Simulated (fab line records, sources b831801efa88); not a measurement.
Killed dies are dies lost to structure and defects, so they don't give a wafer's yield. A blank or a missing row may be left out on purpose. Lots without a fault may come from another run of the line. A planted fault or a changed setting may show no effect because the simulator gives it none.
Problem report in the 8D (eight disciplines) form, filled by code | flow sky130 | the parts of the form that need people (team, actions taken, sign-off) are left out

1. THE PROBLEM
LDD_LDN_TW at SKY_LDD_LDN_TW_MEAS_13 reads a mean of 1520 on 6 wafers of 2 lots; wafers without a fault read 1479 with a standard deviation of 8.4. That is +4.9 standard deviations from the usual mean.
First seen on wafer L472.1, day 29 23:26, on film_metro-03. The record holds 36 wafers of 12 lots with a number at this step. Rule for "out", or "out of limits": more than 4 standard deviations from the usual mean. The other wafers with a number count as sound.

2. WHAT IT IS AND WHAT IT IS NOT
question                    | is                           | is not
which readings at this step | LDD_LDN_TW                   | -
which lots                  | L472, L475                   | L454, L455, L456, L458, L460, L463, L464, L468, L473, L474
which wafers of those lots  | all that have a number       | -
read on which gauges        | film_metro-03, film_metro-04 | film_metro-02
when                        | from day 29 23:26            | up to then (24 sound wafers); but 6 sound wafers of L473, L474 came after

3. SUSPECTS, AND WHAT RULES EACH OUT
Counting: a tool at a process step up to the reading stays a suspect if it ran every lot that is out and no sound lot after the first of them.
- the gauge at SKY_LDD_LDN_TW_MEAS_13: ruled out. The wafers that are out were read on 2 gauges (film_metro-03, film_metro-04).
- implanter-02 at SKY_LDD_LDN_IMPLANT_08: kept. It ran every lot that is out, first L472 (day 29 22:44), and no sound lot after that; its last sound lot up to then is L468 (day 28 09:49). Its own readings are out on those wafers: beam_energy_keV.
Left after counting: implanter-02 at SKY_LDD_LDN_IMPLANT_08.

4. THE CAUSE (what the simulator had put in)
Process parameter drift: implanter-02, from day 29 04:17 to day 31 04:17, at SKY_LDD_LDN_IMPLANT_08. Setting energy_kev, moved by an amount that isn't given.
Counting left only this tool.

5. THE CHAIN OF EFFECTS, in route order
Each row: a reading whose mean over the struck wafers that have a number lies more than 3 standard deviations from the usual. Only readings for which the record gives a usual standard deviation are gone through. hours: the time from each lot's start at the first step in this table that gives one to its start at this step, as a median over the lots. sigmas: the change in usual standard deviations.
hours | step                   | reading         | usual  | on struck wafers | change | sigmas
0     | SKY_LDD_LDN_IMPLANT_08 | beam_energy_keV | 15.000 | 21.135           | +6.135 | +99 or more
1     | SKY_LDD_LDN_TW_MEAS_13 | LDD_LDN_TW      | 1479   | 1520             | +41    | +4.9
The process steps in it:
- SKY_LDD_LDN_IMPLANT_08
Later measuring or inspecting steps at which every struck wafer that the step has a row for has a number for every such reading, and none has moved that far: SKY_POLY_CUT_CD_MEAS_08.

6. WHAT WOULD HAVE CAUGHT IT SOONER
In this record the first reading out of limits at a measuring or inspecting step was taken at day 29 23:26, 19 hours after the fault began at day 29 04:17.
The tool's own readings at SKY_LDD_LDN_IMPLANT_08 were out on every struck wafer that the step has a row for (beam_energy_keV): an alarm limit on them would have fired on the first of those.
Of the lots that are out (2), L475 began SKY_LDD_LDN_IMPLANT_08 on implanter-02 after day 29 23:26. A hold on the tool at that time would have spared it.
